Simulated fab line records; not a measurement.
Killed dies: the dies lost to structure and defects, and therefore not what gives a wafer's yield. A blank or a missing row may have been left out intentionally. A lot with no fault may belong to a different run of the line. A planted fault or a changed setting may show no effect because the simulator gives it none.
Problem report, 8D (eight disciplines) form, completed by code -- flow gf180mcu -- the parts of the form that need people (team, actions taken, sign-off) are left out

1. THE PROBLEM
Wafers without a fault read 89.20 s, standard deviation 0.19; runLengthS at GF_DUAL_GATE_SOFTBAKE_07 reads a mean of 95.95 s on 6 wafers belonging to 2 lots. Relative to the usual mean, that is a shift of +36 standard deviations.
The step: time 60 s.
First seen on wafer L409.1, day 12 11:34, on lithoTrack-03. Wafers with a number at this step in the record: 42, from 14 lots. Rule for "out" (also "out of limits"): further than 4 standard deviations from the usual mean. Any other wafer with a number is counted as sound.

2. WHAT IT IS; WHAT IT IS NOT
question,is,is not
which readings at this step,runLengthS,-
which lots,"L409, L412","L393, L395, L396, L397, L401, L402, L404, L405, L406, L413, L414, L415"
which wafers of those lots,all that have a number,-
read on which tools,lithoTrack-03,"lithoTrack-01, lithoTrack-04"
when,from day 12 11:34,"up to then (27 sound wafers); but 9 sound wafers of L413, L414, L415 came after"

3. THE SUSPECTS, EACH WITH WHAT RULES IT OUT
Counting: a tool at any process step up to the reading remains a suspect when it ran all the lots that are out and ran no sound lot after the first of those.
- lithoTrack-03 at GF_DUAL_GATE_SOFTBAKE_07 (time 60 s): kept. All lots that are out passed through it, beginning with L409 at day 12 11:34, and no sound lot followed; its final sound lot before that point was L406 at day 11 18:49. Its own readings are out on those wafers: runLengthS.
After counting, what remains is lithoTrack-03 at GF_DUAL_GATE_SOFTBAKE_07.

4. THE CAUSE (what the simulator had put in)
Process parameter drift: lithoTrack-03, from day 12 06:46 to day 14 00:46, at GF_DUAL_GATE_SOFTBAKE_07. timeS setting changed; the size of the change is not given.
After counting, this tool was the only one left.

5. THE EFFECT CHAIN, in route order
Each row: a reading whose mean over the struck wafers that have a number lies more than 3 standard deviations from the usual. Only readings for which the record gives a usual standard deviation are gone through. hours: the time from each lot's start at the first step in this table that gives one to its start at this step, as a median over the lots. sigmas: the change in usual standard deviations.
hours,step,reading,usual,on struck wafers,change,sigmas
0,GF_DUAL_GATE_SOFTBAKE_07,runLengthS,89.20 s,95.95,+6.75,+36
The process steps in it:
- GF_DUAL_GATE_SOFTBAKE_07: time 60 s.
At these later measuring or inspecting steps, every struck wafer for which the step has a row has a number for every such reading, and none has moved that far: GF_POLY_GATE_OVL_MEAS_11, GF_HV_LDD_TW_MEAS_38.

6. HOW IT WOULD HAVE BEEN CAUGHT EARLIER
5 hours passed between the start of the fault at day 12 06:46 and the first reading out of limits in this record, taken at day 12 11:34.
